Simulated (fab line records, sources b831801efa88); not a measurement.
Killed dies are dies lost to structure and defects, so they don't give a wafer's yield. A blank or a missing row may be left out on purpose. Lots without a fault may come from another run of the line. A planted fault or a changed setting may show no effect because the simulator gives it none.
Which tool did it? | flow sky130 | 14 lots, 42 wafers sampled, at 4 steps of a route of 708

WHAT THE GAUGES READ, wafer by wafer
SKY_NWELL_TW_MEAS_26.
lot  | measured     | on            | NWELL_2_TW
L423 | day 5 17:51  | film_metro-04 | 489.0 493.3 492.2
L424 | day 6 07:40  | film_metro-01 | 492.2 491.0 486.5
L425 | day 6 08:19  | film_metro-01 | 490.3 492.5 490.4
L428 | day 6 21:40  | film_metro-01 | 493.4 491.4 489.8
L429 | day 7 10:07  | film_metro-04 | 493.4 491.1 494.0
L431 | day 7 22:26  | film_metro-01 | 490.5 489.0 490.5
L434 | day 8 17:08  | film_metro-01 | 485.7 488.1 485.1
L436 | day 9 02:12  | film_metro-03 | 489.7 488.1 488.8
L435 | day 9 02:59  | film_metro-03 | 489.4 489.0 489.3
L438 | day 9 07:20  | film_metro-01 | 486.3 485.9 484.5
L443 | day 10 11:36 | film_metro-04 | 495.8 492.6 490.9
L444 | day 10 17:33 | film_metro-04 | 489.9 494.5 491.9
L445 | day 10 17:55 | film_metro-01 | 488.6 489.5 490.3
L446 | day 11 07:28 | film_metro-01 | 493.1 495.3 491.9

SKY_CONTACT_OVL_MEAS_15.
lot  | measured     | on         | CONTACT_OVL (nm)
L423 | day 32 00:47 | overlay-02 | -1 -1 -1
L424 | day 32 16:50 | overlay-01 | -5 0 -7
L425 | day 32 21:30 | overlay-01 | 4 4 -2
L428 | day 33 18:38 | overlay-01 | 7 6 1
L429 | day 34 14:54 | overlay-02 | 6 4 3
L431 | day 35 02:37 | overlay-02 | -2 -7 -1
L436 | day 36 14:39 | overlay-02 | 1 -5 -9
L438 | day 36 20:20 | overlay-02 | -2 2 -13
L443 | day 38 05:31 | overlay-01 | -3 -2 1
L444 | day 38 10:29 | overlay-01 | -5 -11 -7
L445 | day 38 08:56 | overlay-01 | 11 4 9
L446 | day 39 02:20 | overlay-01 | -4 -1 -5

SKY_METAL2_CD_MEAS_15: target cd 140 nm.
lot  | measured     | on        | cd_nm (nm)
L423 | day 35 14:40 | cd_sem-01 | 139.8 140.4 141.0
L424 | day 36 04:47 | cd_sem-02 | 141.9 140.8 141.0
L425 | day 36 09:26 | cd_sem-02 | 138.2 138.2 136.9
L428 | day 37 07:08 | cd_sem-02 | 139.5 138.0 139.9
L429 | day 38 02:52 | cd_sem-01 | 139.5 138.8 140.6
L431 | day 38 13:10 | cd_sem-01 | 141.6 142.4 141.4
L436 | day 39 22:47 | cd_sem-01 | 138.0 138.4 138.7
L438 | day 40 05:09 | cd_sem-01 | 140.6 140.3 138.5
L443 | day 41 12:29 | cd_sem-02 | 140.0 139.3 140.1
L444 | day 41 16:40 | cd_sem-01 | 139.1 138.6 136.6
L445 | day 41 14:38 | cd_sem-02 | 138.1 139.3 139.4
L446 | day 42 07:37 | cd_sem-02 | 141.7 140.7 143.1

WHICH TOOL RAN EACH LOT (tool, then ch and the chambers of the sampled wafers, then the start)
lot  | SKY_POLY_GATE_PEB_11
L423 | litho_track-01 ch 0, day 16 19:00
L424 | litho_track-04 ch 0, day 17 16:00
L425 | litho_track-04 ch 0, day 17 19:00
L428 | litho_track-02 ch 0, day 18 18:00
L429 | litho_track-04 ch 0, day 19 16:00
L431 | litho_track-04 ch 0, day 20 07:00
L434 | litho_track-04, day 21 14:00
L436 | litho_track-02 ch 0, day 21 23:00
L435 | litho_track-02, day 21 22:00
L438 | litho_track-01 ch 0, day 22 06:00
L443 | litho_track-02 ch 0, day 23 22:00
L444 | litho_track-01 ch 0, day 24 03:00
L445 | litho_track-01 ch 0, day 24 01:00
L446 | litho_track-02 ch 0, day 24 23:00
- SKY_POLY_GATE_PEB_11

WHAT THE TOOLS THEMSELVES READ (means of the sampled wafers that have a number; where no wafer has one, the mark that the record gives instead)
SKY_POLY_GATE_PEB_11.
lot  | tool           | exhaust_pa (Pa)
L423 | litho_track-01 | 43.8
L424 | litho_track-04 | 45.3
L425 | litho_track-04 | 45.5
L428 | litho_track-02 | 44.6
L429 | litho_track-04 | 45.8
L431 | litho_track-04 | 45.4
L434 | litho_track-04 | -
L436 | litho_track-02 | 45.7
L435 | litho_track-02 | -
L438 | litho_track-01 | 44.8
L443 | litho_track-02 | 44.7
L444 | litho_track-01 | 46.2
L445 | litho_track-01 | 45.2
L446 | litho_track-02 | 44.1

THE ANSWER, worked out from the rows above alone
Rule: what is usual is taken from the lots themselves. Put in order of their means at a reading, lots are off if they are a third of the lots or fewer, leave a main group of 4 or more, and stand apart from it by a gap of 3 or more times the standard deviation of the main group's means; of several such gaps the widest counts. A main group whose means are all the same, to the digits that the tables above print for the reading, isn't used. A lot without any number at a reading at which 4 lots or more have one is off too. The other lots that the step has rows for count as sound. The gauges are gone through in route order, then the tools' own readings, and for those a lot's mean is taken as printed above. The first step at which some lot is off is used, and at that step the reading that is off furthest; a lot without a number counts as furthest.
Off: L434, L435, at SKY_POLY_GATE_PEB_11 (exhaust_pa). Without a number there: L434, L435. The main group: mean 45.1 Pa, standard deviation 0.68.
A tool fits if, at that step or a process step before it, it ran every lot that is off, and no sound lot after the first of them. None of those tried fits.

WHAT THE SIMULATOR HAD PUT IN
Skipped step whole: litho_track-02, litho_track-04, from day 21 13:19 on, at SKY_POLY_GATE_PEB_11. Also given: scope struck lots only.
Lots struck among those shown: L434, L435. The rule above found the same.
